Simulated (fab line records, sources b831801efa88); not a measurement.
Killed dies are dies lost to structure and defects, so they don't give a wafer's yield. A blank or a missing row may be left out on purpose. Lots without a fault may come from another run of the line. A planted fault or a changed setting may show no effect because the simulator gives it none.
Which tool did it? | flow sky130 | 13 lots, 39 wafers sampled, at 4 steps of a route of 708

WHAT THE GAUGES READ, wafer by wafer
SKY_NWELL_TW_MEAS_26. Usual: NWELL_2_TW 490, standard deviation 3.9.
lot  | measured     | on            | NWELL_2_TW  | flag
L741 | day 5 10:22  | film_metro-04 | 497 495 494 |
L742 | day 5 14:56  | film_metro-02 | 491 491 489 |
L750 | day 7 13:31  | film_metro-01 | 488 490 492 |
L754 | day 8 17:25  | film_metro-02 | 486 487 483 |
L756 | day 9 04:53  | film_metro-01 | 491 491 494 |
L757 | day 9 10:54  | film_metro-02 | 487 486 489 |
L758 | day 9 17:32  | film_metro-02 | 486 486 485 |
L759 | day 9 19:12  | film_metro-04 | 496 495 495 |
L760 | day 10 05:37 | film_metro-01 | 490 493 492 |
L761 | day 10 10:53 | film_metro-02 | 489 491 493 |
L762 | day 10 16:10 | film_metro-01 | 489 491 491 |
L763 | day 11 00:50 | film_metro-01 | 488 489 487 |
L764 | day 11 09:01 | film_metro-02 | 488 486 486 |

SKY_CONTACT_BOW_MEAS_05. Usual: CONTACT_BOW 81 um, standard deviation 6.1.
lot  | measured     | on            | CONTACT_BOW (um) | flag
L741 | day 30 21:22 | film_metro-03 | 83 90 72         |
L742 | day 30 22:46 | film_metro-01 | 84 74 75         |
L750 | day 34 00:58 | film_metro-01 | 75 83 79         |
L754 | day 35 23:24 | film_metro-01 | 80 89 80         |
L756 | day 36 00:25 | film_metro-01 | 100 75 80        |
L757 | day 36 00:37 | film_metro-03 | 85 85 78         |
L758 | day 36 07:18 | film_metro-04 | 90 80 85         |
L759 | day 36 09:47 | film_metro-01 | 82 86 83         |
L760 | day 36 22:14 | film_metro-03 | 89 84 77         |
L761 | day 37 01:55 | film_metro-03 | 73 94 85         |
L762 | day 37 07:58 | film_metro-04 | 78 88 88         |
L763 | day 37 17:52 | film_metro-03 | 84 86 84         |
L764 | day 37 21:07 | film_metro-01 | 76 88 75         |

WHICH TOOL RAN EACH LOT (tool, then ch and the chambers of the sampled wafers, then the start)
lot  | SKY_SD_N_CLEAN_13               | SKY_LOCAL_INTERCONNECT_METAL_ETCH_14
L741 | wet_bench-02 ch 1, day 28 09:03 | rie_metal-01 ch 0,1, day 30 20:10
L742 | wet_bench-01 ch 0, day 28 10:15 | rie_metal-02 ch 0,1, day 30 21:33
L750 | wet_bench-04 ch 3, day 31 15:28 | rie_metal-02 ch 1, day 33 23:39
L754 | wet_bench-02 ch 2, day 33 14:00 | rie_metal-02 ch 0,1, day 35 22:11
L756 | wet_bench-02 ch 2, day 33 14:41 | rie_metal-01 ch 0,1, day 35 23:13
L757 | wet_bench-02 ch 0, day 33 15:35 | rie_metal-04 ch 0,1, day 35 23:21
L758 | wet_bench-01 ch 2, day 33 21:47 | rie_metal-02 ch 0,1, day 36 06:04
L759 | wet_bench-04 ch 3, day 34 01:05 | rie_metal-02 ch 0,1, day 36 08:35
L760 | wet_bench-01 ch 2, day 34 13:23 | rie_metal-01 ch 0,1, day 36 21:00
L761 | wet_bench-04 ch 0, day 34 18:05 | rie_metal-04 ch 0,1, day 37 00:40
L762 | wet_bench-02 ch 0, day 34 23:41 | rie_metal-01 ch 0,1, day 37 06:32
L763 | wet_bench-04 ch 2, day 35 09:10 | rie_metal-04 ch 0,1, day 37 16:38
L764 | wet_bench-02 ch 2, day 35 13:30 | rie_metal-02 ch 0,1, day 37 19:55
- SKY_SD_N_CLEAN_13: cleans in SC1/SC2, time 150 s.
- SKY_LOCAL_INTERCONNECT_METAL_ETCH_14: etches TiN in Cl2/BCl3, stops on PSG, target depth 110 nm, time 31.4 s.

WHAT THE TOOLS THEMSELVES READ (means of the sampled wafers that have a number; where no wafer has one, the mark that the record gives instead)
SKY_SD_N_CLEAN_13. Usual: bath_heat_duty_pct 13.3 %, standard deviation 1.3; run_length_s 180 s, standard deviation 3.9.
lot  | tool         | bath_heat_duty_pct (%) | run_length_s (s) | flag
L741 | wet_bench-02 | 14.4                   | 182              |
L742 | wet_bench-01 | 12.9                   | 175              |
L750 | wet_bench-04 | 12.9                   | 74               | OFF
L754 | wet_bench-02 | 12.8                   | 184              |
L756 | wet_bench-02 | 12.6                   | 185              |
L757 | wet_bench-02 | 10.9                   | 183              |
L758 | wet_bench-01 | 14.9                   | 185              |
L759 | wet_bench-04 | 13.2                   | 175              |
L760 | wet_bench-01 | 15.0                   | 184              |
L761 | wet_bench-04 | 12.8                   | 175              |
L762 | wet_bench-02 | 10.7                   | 183              |
L763 | wet_bench-04 | 12.1                   | 177              |
L764 | wet_bench-02 | 12.7                   | 186              |

SKY_LOCAL_INTERCONNECT_METAL_ETCH_14. Usual: drypump_motor_current_A 5.7 A, standard deviation 0.51; oes_product_au 0.941 a.u., standard deviation 0.0068; throttle_valve_pct 21.901 %, standard deviation 0.009.
lot  | tool         | drypump_motor_current_A (A) | oes_product_au (a.u.) | throttle_valve_pct (%) | flag
L741 | rie_metal-01 | 5.7                         | 0.937                 | 21.908                 |
L742 | rie_metal-02 | 5.6                         | 0.941                 | 21.895                 |
L750 | rie_metal-02 | 5.9                         | 0.941                 | 21.891                 |
L754 | rie_metal-02 | 5.3                         | 0.944                 | 21.896                 |
L756 | rie_metal-01 | 5.3                         | 0.942                 | 21.898                 |
L757 | rie_metal-04 | 5.9                         | 0.945                 | 21.899                 |
L758 | rie_metal-02 | 5.3                         | 0.941                 | 21.893                 |
L759 | rie_metal-02 | 5.3                         | 0.932                 | 21.906                 |
L760 | rie_metal-01 | 5.3                         | 0.946                 | 21.906                 |
L761 | rie_metal-04 | 6.0                         | 0.942                 | 21.900                 |
L762 | rie_metal-01 | 5.7                         | 0.933                 | 21.913                 |
L763 | rie_metal-04 | 5.9                         | 0.942                 | 21.898                 |
L764 | rie_metal-02 | 5.7                         | 0.943                 | 21.904                 |

THE ANSWER, worked out from the rows above alone
Rule: a lot is off if the mean of its wafers that have a number lies more than 3 standard deviations from the usual mean. A lot without any number at a reading at which 4 lots or more have one is off too. The other lots that the step has rows for count as sound. The gauges are gone through in route order, then the tools' own readings, and for those a lot's mean is taken as printed above. The first step at which some lot is off is used, and at that step the reading that is off furthest; a lot without a number counts as furthest.
Off: L750, at SKY_SD_N_CLEAN_13 (run_length_s).
A tool fits if, at that step or a process step before it, it ran every lot that is off, and no sound lot after the first of them. None of those tried fits.

WHAT THE SIMULATOR HAD PUT IN
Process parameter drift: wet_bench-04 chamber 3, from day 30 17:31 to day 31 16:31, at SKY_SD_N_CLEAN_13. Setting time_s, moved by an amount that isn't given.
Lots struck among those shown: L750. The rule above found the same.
